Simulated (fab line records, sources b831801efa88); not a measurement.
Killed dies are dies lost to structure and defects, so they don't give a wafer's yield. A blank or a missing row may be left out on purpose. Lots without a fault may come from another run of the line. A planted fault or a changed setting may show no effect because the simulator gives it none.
fab line records | flow sky130
record lots=6 wafers=17 last_day=51
route steps=708 shown METAL2@489 PAD_OPEN@708
lots that met no fault: from a run of the same line without faults
start_h: hours from the record's first day to the start of the lot's first wafer shown | wait_h: hours since the lot's step before | " the same as in the row above | L1.1+2: a row that stands for several wafers | - no value, or no start given | * or withheld: withheld | < > ~ a bound
route shown NAME@n: a module of which the file shows steps, and the number in the route of the first | usual: mean/standard deviation of fault-free wafers | same: alike in all rows | chamber/n: place in a boat | sites: the reading at each site | _std_site: their standard deviation | _edge_site: outer sites' mean less inner sites' | radius_mm: how far each site lies from the wafer's centre | mask NAME#n: copy n | behind: the tool/chamber that last shaped the wafer | hold: why the lot was held/for how many hours/how that ended | device: the transistor (n, p or np) that didn't switch | end of line: the same wafers' tests at the end of the route | a step without rows: its recipe alone | killed: dies lost to structure and defects at the first sort, not the wafer's yield | map: a wafer's dies, x killed, . not, _ none there
set.NAME: the setting as run; set.NAME@STEP: as run at that earlier step | model.NAME: the simulator's own value behind a step, which no gauge read
lots at some steps of the route; a table a step, a row a wafer
services: from which hour (start_h, from the record's first day; less than 0 if before it) a tool's chamber was out of use, for how many hours, and why
## steps
# step SKY_METAL2_THK_MEAS_06
# recipe thk_meas_gauge=xrf reads=AlCu_of_METAL2_SPUTTER_02
# usual METAL2_ALCU_THK=250/4.1
# columns lot.wafer tool chamber start_h wait_h METAL2_ALCU_THK[nm]
L378.1 film_metro-02 - 836.68 0.1 257
L378.2 " - " " 259
L378.3 " - " " 255
L381.1 film_metro-02 - 865.84 0.1 256
L381.3 " - " " 255
L381.6 " - " " 251
L388.1 film_metro-02 - 913.40 0.1 253
L388.2 " - " " 253
L388.5 " - " " 252
L387.2 film_metro-03 - 916.65 0.1 251
L387.3 " - " " 255
L389.2 film_metro-04 - 918.46 0.1 247
L389.4 " - " " 253
L389.6 " - " " 251
L398.2 film_metro-03 - 982.33 0.1 249
L398.5 " - " " 255
L398.6 " - " " 249
# step SKY_METAL2_DEHYDRATE_07
# recipe temp_c=200 time_s=60
# step SKY_METAL2_HMDS_08
# recipe prime_time_s=60 prime_temp_c=120
# step SKY_METAL2_COAT_09
# recipe resist=BARC temp_c=withheld time_s=withheld spin_rpm=3000 resist_thk_nm=60
# step SKY_METAL2_COAT_10
# recipe resist=KrF-thick spin_rpm=3000 resist_thk_nm=450
# step SKY_METAL2_SOFTBAKE_11
# recipe temp_c=100 time_s=90 resist=KrF-thick
# step SKY_METAL2_EXPOSE_12
# recipe mask_id=MM2 na=0.8 source_shape=annular sigma_inner=0.55 sigma_outer=0.85 target_cd_nm=140 dose_mj=28
# step SKY_METAL2_PEB_13
# recipe peb_temp_c=withheld peb_time_s=withheld resist=KrF-thick
# step SKY_METAL2_DEVELOP_14
# recipe develop_time_s=60 resist=KrF-thick dev_temp_c=21
# step SKY_METAL2_CD_MEAS_15
# recipe target_cd_nm=140
# usual cd_nm=140.4/1.6
# columns lot.wafer tool chamber start_h wait_h cd_nm
L378.1 cd_sem-01 - 863.58 - 144.0
L378.2 " - " " 141.9
L378.3 " - " " 143.4
L381.1 cd_sem-02 - 892.43 - 139.6
L381.3 " - " " 138.8
L381.6 " - " " 139.1
L388.1 cd_sem-02 - 938.87 - 140.0
L388.2 " - " " 142.4
L388.5 " - " " 142.3
L387.2 cd_sem-02 - 942.44 - 138.5
L387.3 " - " " 138.9
L389.2 cd_sem-01 - 943.65 - 143.5
L389.4 " - " " 142.8
L389.6 " - " " 142.5
L398.2 cd_sem-01 - 1005.95 - 141.0
L398.5 " - " " 139.7
L398.6 " - " " 140.5
# step SKY_METAL2_OVL_MEAS_16
# usual METAL2_OVL=-2/6.1
# columns lot.wafer tool chamber start_h wait_h METAL2_OVL[nm]
L378.1 overlay-02 - 863.70 0.1 2
L378.2 " - " " -5
L378.3 " - " " 3
L381.1 overlay-01 - 892.55 0.1 1
L381.3 " - " " 4
L381.6 " - " " 7
L388.1 overlay-02 - 938.99 0.1 -2
L388.2 " - " " -3
L388.5 " - " " -3
L387.2 overlay-02 - 942.55 0.1 3
L387.3 " - " " -5
L389.2 overlay-01 - 943.76 0.1 6
L389.4 " - " " -1
L389.6 " - " " 5
L398.2 overlay-02 - 1006.06 0.1 2
L398.5 " - " " 5
L398.6 " - " " 0
# step SKY_METAL2_DESCUM_17
# recipe chemistry=O2 source_power_w=150 bias_power_w=0 pressure_mtorr=10 temp_c=40 time_s=8
# usual chamber_pressure_mTorr=10.000/0.0092 drypump_motor_current_A=5.48/0.27 oes_product_au=1.001/0.016 rf_fwd_power_W=147.4/0.76 temp_c=40.00/0.12
# columns lot.wafer tool chamber start_h wait_h chamber_pressure_mTorr drypump_motor_current_A oes_product_au rf_fwd_power_W rf_hours_counter_h temp_c
L378.1 rie_metal-04 0 863.74 0.0 10.002 5.18 1.000 145.9 5 39.78
L378.2 " 1 " " 10.001 5.82 0.998 147.3 10 39.88
L378.3 " 0 " " 9.984 5.20 1.001 145.9 - 39.82
L381.1 rie_metal-02 1 892.59 0.0 10.011 5.70 1.020 147.4 13 40.06
L381.3 " 0 " " 9.993 5.25 1.012 148.5 - 40.06
L381.6 " 1 " " 10.004 5.70 1.014 147.2 - 40.22
L388.1 rie_metal-01 0 939.03 0.0 10.003 5.71 0.994 147.7 10 40.03
L388.2 " 1 " " 10.011 5.27 0.979 146.5 17 39.81
L388.5 " 0 " " 9.993 5.70 0.995 148.2 - 39.99
L387.2 rie_metal-02 0 942.58 0.0 10.005 5.19 1.019 147.7 7 40.01
L387.3 " 0 " " 9.994 5.20 1.009 147.9 - 39.90
L389.2 rie_metal-02 0 943.79 0.0 10.013 5.25 1.010 147.1 7 39.89
L389.4 " 0 " " 9.989 5.23 1.002 147.4 - 39.88
L389.6 " 0 " " 9.998 5.24 1.009 147.0 - 39.86
L398.2 rie_metal-01 0 1006.09 0.0 10.006 5.71 0.989 148.8 14 39.89
L398.5 " 1 " " 9.998 5.28 0.983 146.7 - 40.00
L398.6 " 0 " " 9.995 5.72 0.982 148.5 - 39.97
# step SKY_METAL2_ETCH_18
# recipe chemistry=N2/H2 target=BARC ion_energy_ev=200 bias_w=100 pressure_mtorr=30 n2_flow_sccm=100 h2_flow_sccm=200 icp_w=500 stop_on=SiO2 time_s=45.9 target_depth_a=600
# usual bias_w=100.0/0.3 chamber_pressure_mTorr=29.999/0.028 drypump_motor_current_A=5.49/0.27 oes_product_au=0.856/0.0052 rf_fwd_power_W=495.5/1.6 run_length_s=74.4/0.56 throttle_valve_pct=13.225/0.0092
# columns lot.wafer tool chamber start_h wait_h bias_w chamber_pressure_mTorr drypump_motor_current_A oes_product_au rf_fwd_power_W rf_hours_counter_h run_length_s throttle_valve_pct model.KrF-thick_of_METAL2_COAT_10.thk_nm
L378.1 rie_metal-04 0 863.77 0.0 100.0 30.024 5.21 0.857 491.0 5 75.0 13.229 394.9
L378.2 " 1 " " 99.6 29.993 5.88 0.860 494.3 10 73.6 13.208 393.7
L378.3 " 0 " " 99.8 29.998 5.20 0.849 491.7 - 74.2 13.203 394.8
L381.1 rie_metal-02 1 892.62 0.0 99.7 30.009 5.71 0.869 497.3 13 74.4 13.218 392.4
L381.3 " 0 " " 100.2 29.999 5.22 0.848 496.1 - 74.6 13.217 391.6
L381.6 " 1 " " 99.5 30.041 5.71 0.860 496.9 - 74.6 13.240 391.5
L388.1 rie_metal-01 0 939.06 0.0 100.0 30.009 5.73 0.859 497.2 10 74.3 13.225 394.1
L388.2 " 1 " " 99.9 29.950 5.28 0.856 495.3 17 73.3 13.240 394.1
L388.5 " 0 " " 100.2 29.960 5.72 0.854 495.9 - 74.5 13.234 393.5
L387.2 rie_metal-02 0 942.61 0.0 - 30.020 5.24 0.981 - 7 68.4 13.239 397.9
L387.3 " 0 " " - 30.012 5.24 0.985 - - 68.1 13.237 397.9
L389.2 rie_metal-02 0 943.82 0.0 - 30.042 5.24 0.982 - 7 68.2 13.233 398.8
L389.4 " 0 " " - 29.987 5.22 0.983 - - 68.5 13.226 397.8
L389.6 " 0 " " - 30.012 5.21 0.980 - - 68.1 13.232 399
L398.2 rie_metal-01 0 1006.12 0.0 100.1 30.015 5.73 0.850 495.9 14 74.3 13.240 392.8
L398.5 " 1 " " 100.6 29.986 5.28 0.857 492.6 - 73.1 13.238 393.4
L398.6 " 0 " " 100.2 30.033 5.76 0.860 496.4 - 74.4 13.215 393.9
# step SKY_METAL2_METAL_ETCH_19
# recipe target_depth_a=3600 stop_on=SiO2 over_etch_frac=0.3 time_s=78 chemistry=Cl2/BCl3 resist_sidewall_deg=88 pressure_mtorr=10 icp_w=900 bias_w=48.5 Cl2_flow_sccm=60 bcl3_flow_sccm=30
# usual bias_w=48.51/0.15 chamber_pressure_mTorr=9.999/0.0085 drypump_motor_current_A=5.48/0.27 mfc_cl2_sccm=59.99/0.2 oes_product_au=0.854/0.0066 rf_fwd_power_W=893/3.3 run_length_s=106.5/0.58 throttle_valve_pct=22.264/0.009
# columns lot.wafer tool chamber start_h wait_h bias_w chamber_pressure_mTorr drypump_motor_current_A mfc_cl2_sccm oes_product_au rf_fwd_power_W rf_hours_counter_h run_length_s throttle_valve_pct
L378.1 rie_metal-04 0 863.83 0.0 48.62 10.004 5.16 59.95 0.866 889 5 106.8 22.263
L378.2 " 1 " " 48.37 10.010 5.86 59.87 0.854 896 10 106.5 22.247
L378.3 " 0 " " 48.40 9.989 5.15 59.94 0.851 890 - 106.8 22.265
L381.1 rie_metal-02 1 892.68 0.0 48.48 9.995 5.71 60.23 0.860 893 13 106.9 22.287
L381.3 " 0 " " 48.46 9.995 5.23 59.90 0.855 893 - 106.9 22.271
L381.6 " 1 " " 48.27 9.995 5.71 59.75 0.855 891 - 106.6 22.272
L388.1 rie_metal-01 0 939.12 0.0 48.67 10.002 5.75 59.92 0.854 894 10 106.4 22.264
L388.2 " 1 " " 48.42 9.999 5.27 59.85 0.848 896 17 105.4 22.265
L388.5 " 0 " " 48.35 10.013 5.77 60.05 0.856 897 - 106.9 22.267
L387.2 rie_metal-02 0 942.67 0.0 48.69 9.983 5.22 59.91 0.850 897 7 106.7 22.251
L387.3 " 0 " " 48.49 10.003 5.22 59.85 0.860 895 - 107.5 22.268
L389.2 rie_metal-02 0 943.88 0.0 48.46 9.997 5.23 59.85 0.861 896 7 106.9 22.277
L389.4 " 0 " " 48.54 10.005 5.23 60.29 0.856 896 - 106.7 22.275
L389.6 " 0 " " 48.39 10.018 5.22 59.87 0.863 891 - 106.9 22.268
L398.2 rie_metal-01 0 1006.18 0.0 48.43 9.996 5.75 60.09 0.853 894 14 107.3 22.255
L398.5 " 1 " " 48.47 9.998 5.27 60.13 0.861 888 - 105.2 22.254
L398.6 " 0 " " 48.57 9.987 5.73 60.00 0.851 899 - 106.9 22.266
# step SKY_PAD_OPEN_PROBE_99
# usual defect_limited_yield=82.5/1.9 killed_at_M0_to_M3=43/6.8 killed_at_M4_up=3.2/2 killed_at_contacts=24/5.3 killed_at_front_end=16/4.4 killed_at_other=0.3/0.54 killed_dies=86/9.4 killed_open=48/6.6 killed_short=38/6.5 sort_bin_3_pad_short=0.8/0.4 sort_bin_5_function=10.4/1.5 sort_bin_6_memory=6.3/1.2 sort_n_pass=406/9.4 sort_yield_pct=82.5/1.9
# same gross_dies=492 killed_at_back_side=0 sort_bin_4_leakage[%]=0 sort_bin_8_speed[%]=0
# columns lot.wafer tool chamber start_h wait_h defect_limited_yield[%] killed_at_M0_to_M3 killed_at_M4_up killed_at_contacts killed_at_front_end killed_at_other killed_dies killed_open killed_short sort_bin_3_pad_short[%] sort_bin_5_function[%] sort_bin_6_memory[%] sort_n_pass sort_yield_pct[%]
L378.1 prober-01 - 1116.81 0.1 80.7 49 2 28 16 0 95 58 37 0.6 11.6 7.1 397 80.7
L378.2 prober-01 - 1116.86 0.1 82.5 46 2 24 13 1 86 46 40 2.6 10.6 4.3 406 82.5
L378.3 prober-01 - 1116.91 0.2 82.5 43 5 32 6 0 86 41 45 1.2 10.6 5.7 406 82.5
L381.1 prober-02 - 1140.50 0.1 81.1 49 2 25 16 1 93 48 45 0.4 10.8 7.7 399 81.1
L381.3 prober-02 - 1140.60 0.2 82.3 42 3 23 19 0 87 43 44 0.8 10.6 6.3 405 82.3
L381.6 prober-02 - 1140.75 0.2 83.9 43 0 20 16 0 79 49 30 0.2 9.1 6.7 413 83.9
L388.1 prober-01 - 1173.38 0.1 83.5 40 2 27 11 1 81 44 35 0.6 10.4 5.5 411 83.5
L388.2 prober-01 - 1173.43 0.1 82.1 49 1 21 16 1 88 40 48 1.0 10.6 6.3 404 82.1
L388.5 prober-01 - 1173.58 0.2 81.7 42 3 25 19 1 90 61 29 0.6 12.2 5.5 402 81.7
L389.2 prober-01 - 1178.28 0.1 82.7 43 2 19 20 1 85 50 35 1.0 10.2 6.1 407 82.7
L389.4 prober-01 - 1178.38 0.2 81.7 42 6 18 24 0 90 55 33 1.0 11.8 5.5 402 81.7
L398.2 prober-01 - 1218.90 0.1 79.5 60 5 17 19 0 101 43 58 0.6 12.8 7.1 391 79.5
L398.5 prober-01 - 1219.05 0.2 83.3 43 7 14 18 0 82 46 36 1.0 8.7 6.9 410 83.3
L398.6 prober-01 - 1219.10 0.2 78.0 47 7 34 20 0 108 52 56 1.4 13.6 6.9 384 78.0
# killed by level:class
L378.1 LI_CONTACT:geometric_particle:open=15 VIA1:geometric_particle:open=12 VIA3:geometric_particle:open=11 FIELD_ISO:geometric_particle:short=6 VIA2:geometric_particle:open=6 CONTACT:geometric_particle:open=6 METAL3:geometric_particle:short=5 METAL1:geometric_particle:short=4
L378.2 VIA3:geometric_particle:open=8 LI_CONTACT:geometric_particle:open=7 CONTACT:geometric_particle:open=7 VIA1:geometric_particle:short=6 CONTACT:geometric_particle:short=6 VIA2:geometric_particle:open=6 METAL1:geometric_particle:short=5 VIA1:geometric_particle:open=5
L378.3 VIA1:geometric_particle:open=12 VIA3:geometric_particle:open=10 LI_CONTACT:geometric_particle:short=8 CONTACT:geometric_particle:open=7 LOCAL_INTERCONNECT:geometric_particle:short=6 LI_CONTACT:geometric_particle:open=5 CONTACT:geometric_particle:short=5 METAL2:geometric_particle:short=5
L381.1 VIA1:geometric_particle:open=12 CONTACT:geometric_particle:open=9 METAL2:geometric_particle:short=7 POLY_GATE:geometric_particle:short=6 LI_CONTACT:geometric_particle:open=6 VIA1:geometric_particle:short=6 VIA2:geometric_particle:open=6 METAL1:geometric_particle:short=5
L381.3 FIELD_ISO:geometric_particle:short=9 VIA1:geometric_particle:open=9 VIA3:geometric_particle:open=7 LI_CONTACT:geometric_particle:open=6 FIELD_ISO:geometric_particle:open=5 VIA3:geometric_particle:short=5 METAL2:geometric_particle:short=5 LOCAL_INTERCONNECT:geometric_particle:open=4
L381.6 VIA1:geometric_particle:open=13 VIA1:geometric_particle:short=9 POLY_GATE:geometric_particle:open=7 CONTACT:geometric_particle:open=7 METAL2:geometric_particle:short=7 VIA2:geometric_particle:open=6 POLY_GATE:geometric_particle:short=5 VIA3:geometric_particle:open=4
L388.1 CONTACT:geometric_particle:open=13 VIA1:geometric_particle:open=8 VIA2:geometric_particle:open=7 METAL2:geometric_particle:short=7 FIELD_ISO:geometric_particle:short=6 CONTACT:geometric_particle:short=5 VIA3:geometric_particle:open=4 FIELD_ISO:geometric_particle:open=3
L388.2 VIA1:geometric_particle:open=9 METAL2:geometric_particle:short=9 VIA1:geometric_particle:short=8 VIA3:geometric_particle:open=8 CONTACT:geometric_particle:open=6 METAL1:geometric_particle:short=6 CONTACT:geometric_particle:short=5 LI_CONTACT:geometric_particle:open=5
L388.5 CONTACT:geometric_particle:open=12 VIA3:geometric_particle:open=9 POLY_GATE:geometric_particle:open=8 FIELD_ISO:geometric_particle:open=7 VIA2:geometric_particle:open=7 LI_CONTACT:geometric_particle:open=5 METAL1:geometric_particle:short=4 VIA1:geometric_particle:open=4
L389.2 VIA1:geometric_particle:open=12 METAL2:geometric_particle:short=10 LI_CONTACT:geometric_particle:open=8 CONTACT:geometric_particle:open=7 VIA3:geometric_particle:open=6 FIELD_ISO:geometric_particle:short=5 VIA2:geometric_particle:open=5 SPACER:geometric_particle:short=4
L389.4 VIA1:geometric_particle:open=11 POLY_GATE:geometric_particle:open=7 CONTACT:geometric_particle:open=7 LI_CONTACT:geometric_particle:open=6 VIA3:geometric_particle:open=6 FIELD_ISO:geometric_particle:open=5 POLY_GATE:geometric_particle:short=5 METAL4:geometric_particle:short=5
L398.2 METAL2:geometric_particle:short=17 VIA1:geometric_particle:open=13 VIA1:geometric_particle:short=8 FIELD_ISO:geometric_particle:short=7 VIA3:geometric_particle:open=6 FIELD_ISO:geometric_particle:open=5 LI_CONTACT:geometric_particle:open=5 CONTACT:geometric_particle:open=5
L398.5 VIA3:geometric_particle:open=11 FIELD_ISO:geometric_particle:short=7 VIA1:geometric_particle:open=7 VIA2:geometric_particle:open=7 CONTACT:geometric_particle:open=6 METAL4:geometric_particle:short=6 METAL3:geometric_particle:short=5 FIELD_ISO:geometric_particle:open=4
L398.6 CONTACT:geometric_particle:open=13 VIA1:geometric_particle:open=12 VIA1:geometric_particle:short=9 METAL2:geometric_particle:short=8 FIELD_ISO:geometric_particle:open=7 CONTACT:geometric_particle:short=7 METAL4:geometric_particle:short=6 FIELD_ISO:geometric_particle:short=5
## services
# columns tool chamber start_h hours kind
rie_metal-04 1 845.03 5.6 repair
rie_metal-02 1 896.19 13.8 repair
rie_metal-01 - 896.53 1.4 pm
rie_metal-04 - 933.44 26.7 repair
## key
first_sign step=SKY_METAL2_ETCH_18 reading=oes_product_au direction=up sigmas=24 usual=0.856 struck=0.982
effect step=SKY_METAL2_ETCH_18 reading=run_length_s direction=down sigmas=11 usual=* struck=*
model_effect step=SKY_METAL2_ETCH_18 value=KrF-thick_of_METAL2_COAT_10.thk_nm without=392 struck=398.3
met_at SKY_METAL2_ETCH_18
struck_wafers L387.2,L387.3,L389.2,L389.4,L389.6
rows_end L389.6
sort_left_out L387.2,L387.3
tester_left_out L387
onset_between 892.62 942.61
earlier_fault kind=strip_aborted tool=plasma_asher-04 chamber=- onset_h=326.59 steps=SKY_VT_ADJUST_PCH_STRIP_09 offset=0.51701 end_h=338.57
fault kind=process_parameter_drift tool=rie_metal-02 chamber=0 onset_h=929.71 steps=SKY_METAL2_ETCH_18 channel=time_s offset=* shape=step acts_in=* stated=*
# tester_left_out: of these lots the tester's yield and bins aren't shown, on N5 and GAA mostly nor the transistor test; their killed dies are dies lost to structure and defects alone, not to doping, threshold or leakage, so they don't give the yield
# sort_left_out: the simulated sort isn't trusted on such a fault, so these wafers' sort isn't shown, and their yield isn't known
# rows_end: these wafers met a further fault down the route, and their rows from its step on are left out
